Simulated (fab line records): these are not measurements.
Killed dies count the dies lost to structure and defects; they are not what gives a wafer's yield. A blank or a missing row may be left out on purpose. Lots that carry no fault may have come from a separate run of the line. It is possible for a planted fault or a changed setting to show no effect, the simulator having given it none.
Tool commonality check | flow gf180mcu | 15 lots, 45 wafers sampled

## REASON IT WAS OPENED
Of 15 lots, 3 have the reading HV_LDD_2_TW flagged at GF_HV_LDD_TW_MEAS_23. No-fault wafers: 1057, standard deviation 9.9.
Rule: a lot is flagged when every wafer of it that has a number lies more than 4 standard deviations from that mean, or none has a number. The rest of the lots are taken to be sound.

lot  | measured     | on            | HV_LDD_2_TW, wafer by wafer | flag
L437 | day 10 16:05 | film-metro-04 | 1050 1048 1046              |
L438 | day 11 04:13 | film-metro-04 | 1050 1056 1042              |
L441 | day 12 03:53 | film-metro-01 | 1053 1058 1051              |
L442 | day 12 04:02 | film-metro-04 | 1055 1057 1053              |
L444 | day 12 18:50 | film-metro-03 | 1071 1075 1067              |
L445 | day 13 01:30 | film-metro-03 | 1074 1067 1073              |
L446 | day 13 15:47 | film-metro-03 | 1065 1071 1062              |
L447 | day 13 16:08 | film-metro-04 | 1057 1053 1055              |
L454 | day 16 03:07 | film-metro-03 | 30 30 30                    | FLAGGED
L455 | day 16 12:44 | film-metro-03 | 30 30 30                    | FLAGGED
L456 | day 16 17:05 | film-metro-01 | 30 30 30                    | FLAGGED
L457 | day 17 10:32 | film-metro-01 | 1041 1046 1046              |
L459 | day 17 23:15 | film-metro-01 | 1048 1040 1047              |
L458 | day 18 02:23 | film-metro-03 | 1064 1076 1073              |
L460 | day 18 08:08 | film-metro-01 | 1052 1049 1053              |
On average the flagged lots read 30, which is -1027 against the usual, or -99 or more standard deviations.

## TOOL THAT RAN EACH LOT
The record keeps 1 process step preceding the reading, out of 602 steps on the route. In each cell: the tool, then ch and the chambers that the sampled wafers went through, then the start.
lot  | flag    | GF_HV_LDD_IMPLANT_21
L437 |         | implanter-02 ch 0, day 10 15:50
L438 |         | implanter-01 ch 0, day 11 03:59
L441 |         | implanter-01 ch 0, day 12 03:40
L442 |         | implanter-03 ch 0, day 12 03:49
L444 |         | implanter-03 ch 0, day 12 18:26
L445 |         | implanter-03 ch 0, day 13 01:17
L446 |         | implanter-03 ch 0, day 13 15:32
L447 |         | implanter-01 ch 0, day 13 15:56
L454 | FLAGGED | implanter-01, day 16 02:52
L455 | FLAGGED | implanter-03, day 16 12:32
L456 | FLAGGED | implanter-02, day 16 16:51
L457 |         | implanter-03 ch 0, day 17 10:17
L459 |         | implanter-03 ch 0, day 17 23:00
L458 |         | implanter-02 ch 0, day 18 02:08
L460 |         | implanter-01 ch 0, day 18 07:53
What the steps here do:
- GF_HV_LDD_IMPLANT_21
- GF_HV_LDD_TW_MEAS_23

## FLAGGED OVER TOTAL, TOOL BY TOOL (the gauges that took the reading come last)
step                 | tool          | lots run | flagged | share of the flagged lots | sound lots run after its first flagged lot
GF_HV_LDD_IMPLANT_21 | implanter-01  | 5        | 1       | some                      | 1 (L460)
GF_HV_LDD_IMPLANT_21 | implanter-02  | 3        | 1       | some                      | 1 (L458)
GF_HV_LDD_IMPLANT_21 | implanter-03  | 7        | 1       | some                      | 2 (L457,L459)
GF_HV_LDD_TW_MEAS_23 | film-metro-01 | 5        | 1       | some                      | 3 (L457,L459,L460)
GF_HV_LDD_TW_MEAS_23 | film-metro-03 | 6        | 2       | some                      | 1 (L458)
GF_HV_LDD_TW_MEAS_23 | film-metro-04 | 4        | 0       | none                      | -

## WHAT THE TABLE PERMITS
No row of the table ran every flagged lot.

## WHAT WAS PUT IN BY THE SIMULATOR
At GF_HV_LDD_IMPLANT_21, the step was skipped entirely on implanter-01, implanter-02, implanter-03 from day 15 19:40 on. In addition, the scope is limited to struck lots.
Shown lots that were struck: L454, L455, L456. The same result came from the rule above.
